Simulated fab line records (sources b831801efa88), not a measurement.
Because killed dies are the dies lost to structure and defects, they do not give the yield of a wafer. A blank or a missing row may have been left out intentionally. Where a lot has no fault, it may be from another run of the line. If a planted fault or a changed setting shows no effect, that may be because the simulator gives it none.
Chamber matching    flow sky130    SKY_VIA3_HDPCVD_00 on hdpcvd-01: 3 sister chambers
The step deposits SiO2, target thk 1635 nm, time 272.5 s. 14 wafers are shown with their chamber, then 7 later ones without.

WAFERS WITH THEIR CHAMBER
wafer   chamber  runLengthS (s)
L319.1  0        299.2
L319.4  0        299.0
L319.6  2        300.5
L322.1  0        299.5
L322.2  2        300.3
L322.6  0        299.0
L330.2  2        300.5
L330.4  2        300.2
L330.5  2        300.2
L334.1  0        299.1
L334.5  1        300.7
L334.6  0        299.4
L335.2  0        299.0
L335.5  2        300.0

SIGNATURES (means of the wafers above)
reading     chamber 0  chamber 1  chamber 2  scatter within a chamber
runLengthS  299.171    300.700    300.283    0.201
Rule: a wafer lies at a distance from a chamber equal to the root of the sum of squares, over the readings, of (its reading less the chamber's mean, divided by the reading's scatter). If the next closest chamber is less than 2 further off than the closest, the wafer can't be placed; otherwise it belongs to the closest. The scatter is the square root of a quotient: the sum, over the shown wafers, of each reading's squared deviation from its chamber's mean, divided by wafers minus chambers.

WAFERS MISSING THEIR CHAMBER
wafer   runLengthS (s)
L335.6  301.1
L336.2  301.4
L336.3  300.3
L336.6  301.0
L340.1  299.0
L340.3  300.2
L340.5  299.4

EACH ONE'S CHAMBER
wafer   from the rows above      in truth
L335.6  1                        1
L336.2  1                        1
L336.3  can't be placed: 2 or 1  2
L336.6  1                        1
L340.1  0                        0
L340.3  2                        2
L340.5  0                        0
Correctly placed: 6 of 7. These rows do not allow placing 1 (true chamber among the candidates in 1). Number placed wrongly: 0.
